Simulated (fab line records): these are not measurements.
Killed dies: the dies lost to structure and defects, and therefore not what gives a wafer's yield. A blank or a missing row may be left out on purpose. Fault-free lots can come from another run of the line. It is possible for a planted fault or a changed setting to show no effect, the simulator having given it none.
The same fault as seen by 2 desks / flow gf180mcu / only its own numbers are on each desk; what lay behind them is given at the end

== DESK OF THE TOOL OWNER: cvd-w-01 ==
The tool's own readings at GF_V4_CVD_23 (deposits W, target thk 350 nm, time 104.9 s): means of the sampled wafers that have a number, for each lot that ran on this tool. Marked OUT: a lot whose mean sits more than 4 standard deviations from the usual mean, which makes it out of limits; the brackets give that distance.
Columns: A = heater-power-w at GF_V4_CVD_23, usual 880 W
lot=L339; first seen here=day 24 13:01; A=864
lot=L340; first seen here=day 24 21:49; A=914
lot=L341; first seen here=day 25 01:08; A=943
lot=L342; first seen here=day 25 16:10; A=865
lot=L344; first seen here=day 26 08:19; A=870
lot=L348; first seen here=day 27 07:16; A=907
lot=L350; first seen here=day 28 09:49; A=906
lot=L351; first seen here=day 28 10:12; A=909
lot=L354; first seen here=day 29 02:01; A=911
This desk found nothing out of limits on any of the 9 lots.

== METROLOGY DESK ==
Means of the sampled wafers that have a number, per lot and without regard to the tool the lot ran on: this is what the gauges read. Marked OUT: a lot whose mean sits more than 4 standard deviations from the usual mean, which makes it out of limits; the brackets give that distance.
Columns: A = cd-nm at GF_TOP_METAL_CD_MEAS_14, usual 439.1 nm
lot=L339; first seen here=day 28 03:16; A=442.6
lot=L340; first seen here=day 28 12:05; A=439.5
lot=L341; first seen here=day 28 14:49; A=438.3
lot=L342; first seen here=day 29 05:35; A=442.6
lot=L344; first seen here=day 29 19:14; A=440.5
lot=L346; first seen here=day 30 08:02; A=437.6
lot=L347; first seen here=day 30 10:46; A=443.3
lot=L348; first seen here=day 30 14:13; A=443.1
lot=L350; first seen here=day 31 15:43; A=438.7
lot=L351; first seen here=day 31 15:55; A=440.3
lot=L352; first seen here=day 31 21:31; A=436.6
lot=L354; first seen here=day 32 06:22; A=437.7
lot=L359; first seen here=day 33 14:13; A=437.2
lot=L362; first seen here=day 34 04:56; A=436.3
This desk found nothing out of limits on any of the 14 lots.

== PUT TOGETHER ==
Nothing out of limits was seen by the tool owner's desk.
At the metrology desk, nothing out of limits was observed.

== WHAT THE SIMULATOR PUT IN ==
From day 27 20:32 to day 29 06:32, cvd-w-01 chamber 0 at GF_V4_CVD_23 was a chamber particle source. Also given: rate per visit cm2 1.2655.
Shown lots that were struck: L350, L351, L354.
